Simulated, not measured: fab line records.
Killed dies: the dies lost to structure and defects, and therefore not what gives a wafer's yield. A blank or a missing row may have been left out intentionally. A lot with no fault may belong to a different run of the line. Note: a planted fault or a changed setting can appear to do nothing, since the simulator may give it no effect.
What tool caused it? || flow gf180mcu || 11 lots with 33 wafers sampled at 6 steps, on a route of 602 steps

== WHAT THE GAUGES SHOWED, per wafer ==
GF_V3_CD_MEAS_14: the cd target is 260 nm.
{"lot": "L257", "measured": "day 22 13:43", "on": "cd_sem-01", "cd_nm (nm)": "259.4 260.5 260.4"}
{"lot": "L260", "measured": "day 23 12:55", "on": "cd_sem-01", "cd_nm (nm)": "262.4 262.4 263.0"}
{"lot": "L262", "measured": "day 24 09:34", "on": "cd_sem-02", "cd_nm (nm)": "259.8 257.7 258.6"}
{"lot": "L263", "measured": "day 24 11:49", "on": "cd_sem-02", "cd_nm (nm)": "261.4 260.6 260.5"}
{"lot": "L264", "measured": "day 25 01:24", "on": "cd_sem-02", "cd_nm (nm)": "261.0 260.4 261.0"}
{"lot": "L265", "measured": "day 25 09:03", "on": "cd_sem-02", "cd_nm (nm)": "260.8 260.9 260.5"}
{"lot": "L268", "measured": "day 26 04:24", "on": "cd_sem-02", "cd_nm (nm)": "260.6 260.4 261.0"}
{"lot": "L276", "measured": "day 28 17:19", "on": "cd_sem-01", "cd_nm (nm)": "261.8 262.2 262.5"}
{"lot": "L278", "measured": "day 29 05:27", "on": "cd_sem-02", "cd_nm (nm)": "260.6 260.6 260.8"}
{"lot": "L279", "measured": "day 29 13:31", "on": "cd_sem-02", "cd_nm (nm)": "258.0 258.4 260.2"}
{"lot": "L280", "measured": "day 29 15:49", "on": "cd_sem-01", "cd_nm (nm)": "259.0 259.2 260.0"}

GF_V4_RS_MEAS_24: measures by four-point-probe.
{"lot": "L257", "measured": "day 24 14:34", "on": "film_metro-03", "V4_W_RS (ohm/sq)": "0.319 0.323 0.322"}
{"lot": "L260", "measured": "day 25 12:41", "on": "film_metro-01", "V4_W_RS (ohm/sq)": "0.329 0.326 0.329"}
{"lot": "L262", "measured": "day 26 08:12", "on": "film_metro-03", "V4_W_RS (ohm/sq)": "0.326 0.324 0.328"}
{"lot": "L263", "measured": "day 26 10:34", "on": "film_metro-01", "V4_W_RS (ohm/sq)": "0.336 0.329 0.329"}
{"lot": "L264", "measured": "day 26 23:49", "on": "film_metro-03", "V4_W_RS (ohm/sq)": "0.332 0.330 0.331"}
{"lot": "L265", "measured": "day 27 07:38", "on": "film_metro-03", "V4_W_RS (ohm/sq)": "0.337 0.333 0.335"}
{"lot": "L268", "measured": "day 28 01:59", "on": "film_metro-01", "V4_W_RS (ohm/sq)": "0.334 0.332 0.339"}
{"lot": "L276", "measured": "day 30 11:41", "on": "film_metro-03", "V4_W_RS (ohm/sq)": "0.327 0.329 0.321"}
{"lot": "L278", "measured": "day 30 21:40", "on": "film_metro-01", "V4_W_RS (ohm/sq)": "0.330 0.331 0.332"}
{"lot": "L279", "measured": "day 31 05:47", "on": "film_metro-04", "V4_W_RS (ohm/sq)": "0.335 0.333 0.333"}
{"lot": "L280", "measured": "day 31 08:28", "on": "film_metro-04", "V4_W_RS (ohm/sq)": "0.320 0.331 0.323"}

GF_TOP_METAL_RS_MEAS_05: measures by four-point-probe.
{"lot": "L257", "measured": "day 27 09:22", "on": "film_metro-03", "TOP_METAL_ALCU_RS (ohm/sq)": "0.0335 0.0331 0.0331"}
{"lot": "L260", "measured": "day 28 07:08", "on": "film_metro-02", "TOP_METAL_ALCU_RS (ohm/sq)": "0.0328 0.0326 0.0332"}
{"lot": "L262", "measured": "day 29 00:22", "on": "film_metro-03", "TOP_METAL_ALCU_RS (ohm/sq)": "0.0322 0.0321 0.0325"}
{"lot": "L263", "measured": "day 29 03:02", "on": "film_metro-03", "TOP_METAL_ALCU_RS (ohm/sq)": "0.0326 0.0332 0.0324"}
{"lot": "L264", "measured": "day 29 15:01", "on": "film_metro-03", "TOP_METAL_ALCU_RS (ohm/sq)": "0.0331 0.0330 0.0327"}
{"lot": "L265", "measured": "day 29 22:28", "on": "film_metro-02", "TOP_METAL_ALCU_RS (ohm/sq)": "0.0337 0.0331 0.0328"}
{"lot": "L268", "measured": "day 30 15:21", "on": "film_metro-02", "TOP_METAL_ALCU_RS (ohm/sq)": "0.0325 0.0378 0.0327"}
{"lot": "L276", "measured": "day 32 19:25", "on": "film_metro-03", "TOP_METAL_ALCU_RS (ohm/sq)": "0.0336 0.0329 0.0333"}
{"lot": "L278", "measured": "day 33 04:11", "on": "film_metro-04", "TOP_METAL_ALCU_RS (ohm/sq)": "0.0328 0.0335 0.0330"}
{"lot": "L279", "measured": "day 33 11:40", "on": "film_metro-04", "TOP_METAL_ALCU_RS (ohm/sq)": "0.0331 0.0333 0.0329"}
{"lot": "L280", "measured": "day 33 14:00", "on": "film_metro-04", "TOP_METAL_ALCU_RS (ohm/sq)": "0.0321 0.0319 0.0324"}

GF_TOP_METAL_THK_MEAS_06: measures by xrf.
{"lot": "L257", "measured": "day 27 09:28", "on": "film_metro-03", "TOP_METAL_ALCU_THK (nm)": "893 904 902"}
{"lot": "L260", "measured": "day 28 07:15", "on": "film_metro-02", "TOP_METAL_ALCU_THK (nm)": "917 923 907"}
{"lot": "L262", "measured": "day 29 00:29", "on": "film_metro-03", "TOP_METAL_ALCU_THK (nm)": "932 936 921"}
{"lot": "L263", "measured": "day 29 03:09", "on": "film_metro-03", "TOP_METAL_ALCU_THK (nm)": "921 905 930"}
{"lot": "L264", "measured": "day 29 15:08", "on": "film_metro-03", "TOP_METAL_ALCU_THK (nm)": "909 910 918"}
{"lot": "L265", "measured": "day 29 22:35", "on": "film_metro-02", "TOP_METAL_ALCU_THK (nm)": "880 898 905"}
{"lot": "L268", "measured": "day 30 15:28", "on": "film_metro-02", "TOP_METAL_ALCU_THK (nm)": "917 789 916"}
{"lot": "L276", "measured": "day 32 19:31", "on": "film_metro-03", "TOP_METAL_ALCU_THK (nm)": "890 905 895"}
{"lot": "L278", "measured": "day 33 04:18", "on": "film_metro-04", "TOP_METAL_ALCU_THK (nm)": "917 900 910"}
{"lot": "L279", "measured": "day 33 11:47", "on": "film_metro-04", "TOP_METAL_ALCU_THK (nm)": "912 902 913"}
{"lot": "L280", "measured": "day 33 14:06", "on": "film_metro-04", "TOP_METAL_ALCU_THK (nm)": "934 949 933"}

== WHICH TOOL RAN EACH LOT (tool, then ch and the chambers of the sampled wafers, then the start) ==
{"lot": "L257", "GF_V3_CVD_02": "pecvd-03 ch 0,1,2, day 21 14:27", "GF_TOP_METAL_SPUTTER_02": "pvd_sputter-03, day 27 09:15"}
{"lot": "L260", "GF_V3_CVD_02": "pecvd-04 ch 0,1, day 22 13:37", "GF_TOP_METAL_SPUTTER_02": "pvd_sputter-03, day 28 07:02"}
{"lot": "L262", "GF_V3_CVD_02": "pecvd-03 ch 0,1, day 23 10:25", "GF_TOP_METAL_SPUTTER_02": "pvd_sputter-02, day 29 00:16"}
{"lot": "L263", "GF_V3_CVD_02": "pecvd-03 ch 0,1, day 23 12:10", "GF_TOP_METAL_SPUTTER_02": "pvd_sputter-04, day 29 02:56"}
{"lot": "L264", "GF_V3_CVD_02": "pecvd-02 ch 0,2, day 24 03:29", "GF_TOP_METAL_SPUTTER_02": "pvd_sputter-03, day 29 14:55"}
{"lot": "L265", "GF_V3_CVD_02": "pecvd-02 ch 0,1,2, day 24 11:10", "GF_TOP_METAL_SPUTTER_02": "pvd_sputter-04, day 29 22:22"}
{"lot": "L268", "GF_V3_CVD_02": "pecvd-03 ch 0,2, day 25 06:48", "GF_TOP_METAL_SPUTTER_02": "pvd_sputter-03, day 30 15:16"}
{"lot": "L276", "GF_V3_CVD_02": "pecvd-03 ch 0,1,2, day 27 21:27", "GF_TOP_METAL_SPUTTER_02": "pvd_sputter-04, day 32 19:16"}
{"lot": "L278", "GF_V3_CVD_02": "pecvd-04 ch 0,1,2, day 28 09:52", "GF_TOP_METAL_SPUTTER_02": "pvd_sputter-03, day 33 04:05"}
{"lot": "L279", "GF_V3_CVD_02": "pecvd-04 ch 1,2, day 28 17:51", "GF_TOP_METAL_SPUTTER_02": "pvd_sputter-04, day 33 11:34"}
{"lot": "L280", "GF_V3_CVD_02": "pecvd-02 ch 0,1,2, day 28 20:18", "GF_TOP_METAL_SPUTTER_02": "pvd_sputter-02, day 33 13:52"}
- GF_V3_CVD_02: deposits SiO2 from TEOS, target thk 850 nm, time 94.851 s.
- GF_TOP_METAL_SPUTTER_02: material AlCu, target thk 900 nm, time 47.82 s.

== AS READ BY THE TOOLS THEMSELVES (means over the sampled wafers that have a number; for cases with no such wafer, the mark the record gives instead) ==
GF_V3_CVD_02.
{"lot": "L257", "tool": "pecvd-03", "heater_power_w (W)": 602, "susceptor_temp_C (C)": 400.01}
{"lot": "L260", "tool": "pecvd-04", "heater_power_w (W)": 726, "susceptor_temp_C (C)": 400.04}
{"lot": "L262", "tool": "pecvd-03", "heater_power_w (W)": 702, "susceptor_temp_C (C)": 399.96}
{"lot": "L263", "tool": "pecvd-03", "heater_power_w (W)": 679, "susceptor_temp_C (C)": 399.82}
{"lot": "L264", "tool": "pecvd-02", "heater_power_w (W)": 699, "susceptor_temp_C (C)": 399.86}
{"lot": "L265", "tool": "pecvd-02", "heater_power_w (W)": 625, "susceptor_temp_C (C)": 400.18}
{"lot": "L268", "tool": "pecvd-03", "heater_power_w (W)": 565, "susceptor_temp_C (C)": 399.96}
{"lot": "L276", "tool": "pecvd-03", "heater_power_w (W)": 591, "susceptor_temp_C (C)": 399.92}
{"lot": "L278", "tool": "pecvd-04", "heater_power_w (W)": 673, "susceptor_temp_C (C)": 400.14}
{"lot": "L279", "tool": "pecvd-04", "heater_power_w (W)": 779, "susceptor_temp_C (C)": 399.84}
{"lot": "L280", "tool": "pecvd-02", "heater_power_w (W)": 692, "susceptor_temp_C (C)": 399.95}

GF_TOP_METAL_SPUTTER_02.
{"lot": "L257", "tool": "pvd_sputter-03", "throttle_valve_pct (%)": 30.2}
{"lot": "L260", "tool": "pvd_sputter-03", "throttle_valve_pct (%)": 30.1}
{"lot": "L262", "tool": "pvd_sputter-02", "throttle_valve_pct (%)": 30.3}
{"lot": "L263", "tool": "pvd_sputter-04", "throttle_valve_pct (%)": 29.8}
{"lot": "L264", "tool": "pvd_sputter-03", "throttle_valve_pct (%)": 30.1}
{"lot": "L265", "tool": "pvd_sputter-04", "throttle_valve_pct (%)": 29.9}
{"lot": "L268", "tool": "pvd_sputter-03", "throttle_valve_pct (%)": 30.3}
{"lot": "L276", "tool": "pvd_sputter-04", "throttle_valve_pct (%)": 30.4}
{"lot": "L278", "tool": "pvd_sputter-03", "throttle_valve_pct (%)": 30.0}
{"lot": "L279", "tool": "pvd_sputter-04", "throttle_valve_pct (%)": 30.7}
{"lot": "L280", "tool": "pvd_sputter-02", "throttle_valve_pct (%)": 30.3}

== THE ANSWER, worked out from the rows above alone ==
Rule: what is usual is taken from the lots themselves. Put in order of their means at a reading, lots are off if they are a third of the lots or fewer, leave a main group of 4 or more, and stand apart from it by a gap of 3 or more times the standard deviation of the main group's means; of several such gaps the widest counts. A main group is skipped when, at the precision printed for the reading in the tables above, its means are all equal. A lot without any number at a reading at which 4 lots or more have one is off too. Any other lot the step has rows for is counted as sound. First the gauges in route order, then the tools' own readings, where a lot's mean is used as printed above. The first step at which some lot is off is used, and at that step the reading that is off furthest; a lot without a number counts as furthest.
No lot is off at any reading shown: from this, nothing can be told.

== WHAT THE SIMULATOR HAD PUT IN ==
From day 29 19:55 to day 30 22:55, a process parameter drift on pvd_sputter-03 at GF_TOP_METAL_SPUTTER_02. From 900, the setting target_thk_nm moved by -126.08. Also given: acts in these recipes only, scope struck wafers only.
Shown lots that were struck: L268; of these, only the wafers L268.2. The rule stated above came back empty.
